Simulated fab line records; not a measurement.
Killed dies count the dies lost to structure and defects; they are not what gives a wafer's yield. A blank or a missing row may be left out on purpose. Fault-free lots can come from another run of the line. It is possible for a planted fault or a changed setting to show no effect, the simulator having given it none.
Lot-split experiment | flow sky130 | route with 708 steps; 5 lots, 23 wafers read

ON THE SPLIT
At SKY_VT_ADJUST_LVTN_EXPOSE_15 (exposes mask HVN STD DERIVED, target cd 600 nm), the setting dose-mj was moved away from the recipe's 163 on 8 of the 23 wafers read, by -4.8% to +3.8%. All remaining wafers had this setting at the recipe value.

FROM SPLIT TO READING: 1 step shown by the file between the two
- SKY_VT_ADJUST_LVTN_PEB_16

THE READING
VT_ADJUST_LVTN.cd-nm (the simulator's own value, which no gauge read), in nm, at SKY_VT_ADJUST_LVTN_DEVELOP_17 (develop time 60 s). No usual value for it is given in the file. Here, 15 wafers ran the recipe; their average is 602.8 nm with a standard deviation of 1.3 nm.

wafer  | tool, chamber at the split | dose-mj as run | against the recipe | VT_ADJUST_LVTN.cd-nm, nm | against lot-mates on the recipe
L075.1 | iline-stepper-01, 0        | 163            | recipe             | 601.2                    | -
L075.2 | iline-stepper-01, 0        | 163            | recipe             | 604.4                    | -
L075.5 | iline-stepper-01, 0        | 163            | recipe             | 601.1                    | -
L076.1 | iline-stepper-02, 0        | 169.2          | +3.8%              | 611.7                    | +10.1
L076.3 | iline-stepper-02, 0        | 163            | recipe             | 601.4                    | -
L076.4 | iline-stepper-02, 0        | 163            | recipe             | 602.7                    | -
L076.5 | iline-stepper-02, 0        | 169.2          | +3.8%              | 612.2                    | +10.6
L076.6 | iline-stepper-02, 0        | 163            | recipe             | 600.6                    | -
L077.1 | iline-stepper-02, 0        | 163            | recipe             | 603.3                    | -
L077.2 | iline-stepper-02, 0        | 159.5          | -2.1%              | 597.8                    | -5.0
L077.3 | iline-stepper-02, 0        | 163            | recipe             | 602.4                    | -
L077.5 | iline-stepper-02, 0        | 159.5          | -2.1%              | 597.2                    | -5.6
L077.6 | iline-stepper-02, 0        | 163            | recipe             | 602.8                    | -
L082.1 | iline-stepper-02, 0        | 168.7          | +3.5%              | 612.1                    | +7.8
L082.2 | iline-stepper-02, 0        | 163            | recipe             | 604.7                    | -
L082.4 | iline-stepper-02, 0        | 163            | recipe             | 604.5                    | -
L082.5 | iline-stepper-02, 0        | 168.7          | +3.5%              | 612.9                    | +8.6
L082.6 | iline-stepper-02, 0        | 163            | recipe             | 603.6                    | -
L083.1 | iline-stepper-02, 0        | 163            | recipe             | 603.3                    | -
L083.3 | iline-stepper-02, 0        | 155.1          | -4.8%              | 589.6                    | -13.4
L083.4 | iline-stepper-02, 0        | 163            | recipe             | 601.7                    | -
L083.5 | iline-stepper-02, 0        | 163            | recipe             | 604                      | -
L083.6 | iline-stepper-02, 0        | 155.1          | -4.8%              | 589.5                    | -13.5

THE FIT
A straight line over all 23 wafers: VT_ADJUST_LVTN.cd-nm changes by +2.63 nm for each +1% of dose-mj; r = +0.98; the points scatter about the line by 1.2 nm.
The same after taking each lot's own level away (the mean of its wafers on the recipe; 23 wafers): +2.65 nm for each +1%; r = +0.99; scatter 0.9 nm.
On that fit, the largest move of dose-mj shifts the reading by 13 nm.
Measured against the standard deviation above, the lots' own levels, which go from 601.57 to 604.27 nm, span 2.1 times it.
Consequently the slope shifts little with the lot-to-lot level, the two slopes agreeing.
Check: with one of the wafers moved furthest among these (-4.8%) left out of the fit, the line predicts -12.7 nm for it against its lot-mates. It came out at -13.4 nm against them.

ADDITIONAL SPLITS CARRIED BY THESE WAFERS
These wafers also went through other splits before the reading. Each is held against what the fit with the lots' levels taken away leaves over:
other split on the same wafers         | wafers away from the commonest value | r with VT_ADJUST_LVTN.cd-nm (lot level and that fit taken away)
SKY_FIELD_ISO_COAT_07 spin-rpm         | 9                                    | -0.18
SKY_NWELL_IMPLANT_12 energy-kev        | 8                                    | +0.03
SKY_NWELL_STRIP_14 overash-fraction    | 5                                    | +0.11
SKY_VT_ADJUST_HVTP_IMPLANT_09 dose-cm2 | 6                                    | -0.05

THE FILE'S OWN FIT
VT_ADJUST_LVTN.cd-nm changes by +2.65 nm for each +1% of dose-mj, r = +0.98.
